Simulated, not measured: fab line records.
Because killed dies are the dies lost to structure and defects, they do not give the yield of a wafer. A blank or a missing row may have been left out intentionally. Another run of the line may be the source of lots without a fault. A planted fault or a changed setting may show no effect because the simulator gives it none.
Split-lot trial + flow sky130 + 23 wafers read across 5 lots, on a route 708 steps long

ABOUT THE SPLIT
At SKY_LDD_P_IMPLANT_09, the setting energy_kev was moved away from the recipe's 25 on 9 of the 23 wafers read, by +1.6% to +5.6%. This setting was run at the recipe's value on the other wafers.

THE PATH FROM SPLIT TO READING: the file shows 1 step between them
- SKY_LDD_P_STRIP_10: strips in O2/N2

THE READING
LDD_P_TW, at SKY_LDD_P_TW_MEAS_11. A value of 636.3 with a standard deviation of 2.9 is what fault-free wafers of this fab line usually give.

| wafer  | tool, chamber at the split | energy_kev as run | against the recipe | LDD_P_TW | against lot-mates on the recipe |
|--------|----------------------------|-------------------|--------------------|----------|---------------------------------|
| L077.1 | implanter-04, 0            | 25.41             | +1.6%              | 635.2    | +2.5                            |
| L077.2 | implanter-04, 0            | 25                | recipe             | 633.4    | -                               |
| L077.3 | implanter-04, 0            | 25                | recipe             | 632.1    | -                               |
| L077.4 | implanter-04, 0            | 25.41             | +1.6%              | 633.6    | +0.9                            |
| L077.5 | implanter-04, 0            | 25.41             | +1.6%              | 633.9    | +1.1                            |
| L074.1 | implanter-01, 0            | 25.62             | +2.5%              | 640.9    | +5.7                            |
| L074.2 | implanter-01, 0            | 25                | recipe             | 638.4    | -                               |
| L074.3 | implanter-01, 0            | 25                | recipe             | 632.4    | -                               |
| L074.5 | implanter-01, 0            | 25                | recipe             | 634.8    | -                               |
| L074.6 | implanter-01, 0            | 25.62             | +2.5%              | 642.9    | +7.7                            |
| L079.2 | implanter-01, 0            | 25                | recipe             | 636.8    | -                               |
| L079.3 | implanter-01, 0            | 26.4              | +5.6%              | 647.8    | +11.6                           |
| L079.4 | implanter-01, 0            | 26.4              | +5.6%              | 644.3    | +8.1                            |
| L079.5 | implanter-01, 0            | 25                | recipe             | 638.0    | -                               |
| L079.6 | implanter-01, 0            | 25                | recipe             | 633.7    | -                               |
| L080.1 | implanter-01, 0            | 25.91             | +3.6%              | 647.3    | +8.6                            |
| L080.2 | implanter-01, 0            | 25.91             | +3.6%              | 641.5    | +2.8                            |
| L080.3 | implanter-01, 0            | 25                | recipe             | 637.6    | -                               |
| L080.4 | implanter-01, 0            | 25                | recipe             | 639.8    | -                               |
| L080.5 | implanter-01, 0            | 25                | recipe             | 638.7    | -                               |
| L082.4 | implanter-01, 0            | 25                | recipe             | 637.6    | -                               |
| L082.5 | implanter-01, 0            | 25                | recipe             | 636.8    | -                               |
| L082.6 | implanter-01, 0            | 25                | recipe             | 639.2    | -                               |

FIT RESULTS
A straight line over all 23 wafers: LDD_P_TW changes by +1.8 for each +1% of energy_kev; r = +0.74; the points scatter about the line by 3.
The same after taking each lot's own level away (the mean of its wafers on the recipe; 23 wafers): +1.77 for each +1%; r = +0.87; scatter 1.9.
Per that fit: largest energy_kev move, reading shift of 9.9.
The span of the lots' own levels, 632.75 to 638.70, comes to 2.1 times the standard deviation stated above.
So the lot-to-lot level blurs the effect unless lot-mates are compared.
Check: with one of the wafers moved furthest among these (+5.6%) left out of the fit, the line predicts +9.12 for it against its lot-mates. It came out at +11.6 against them.

FURTHER SPLITS ON THESE WAFERS
Before the reading, these wafers also passed through other splits. Each is held against what the fit with the lots' levels taken away leaves over:
| other split on the same wafers  | wafers away from the commonest value | r with LDD_P_TW (lot level and that fit taken away) |
|---------------------------------|--------------------------------------|-----------------------------------------------------|
| SKY_LDD_N_IMPLANT_10 energy_kev | 11                                   | +0.15                                               |
| SKY_LDD_P_COAT_02 resist_thk_nm | 7                                    | -0.10                                               |

THE WHOLE CHAIN: every reading that the file lists as answering this split, in the file's order
| step                 | what it does | reading                                                         | change (the file's fit)                | r (the file's) |
|----------------------|--------------|-----------------------------------------------------------------|----------------------------------------|----------------|
| SKY_LDD_P_IMPLANT_09 |              | implant.rp_nm (the simulator's own value, which no gauge read)  | +0.167 nm for each +1% of the setting  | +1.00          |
| SKY_LDD_P_IMPLANT_09 |              | implant.drp_nm (the simulator's own value, which no gauge read) | +0.0799 nm for each +1% of the setting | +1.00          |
| SKY_LDD_P_TW_MEAS_11 |              | LDD_P_TW                                                        | +1.79 for each +1% of the setting      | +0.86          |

FILE'S OWN FIT
LDD_P_TW changes by +1.79 for each +1% of energy_kev, r = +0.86.
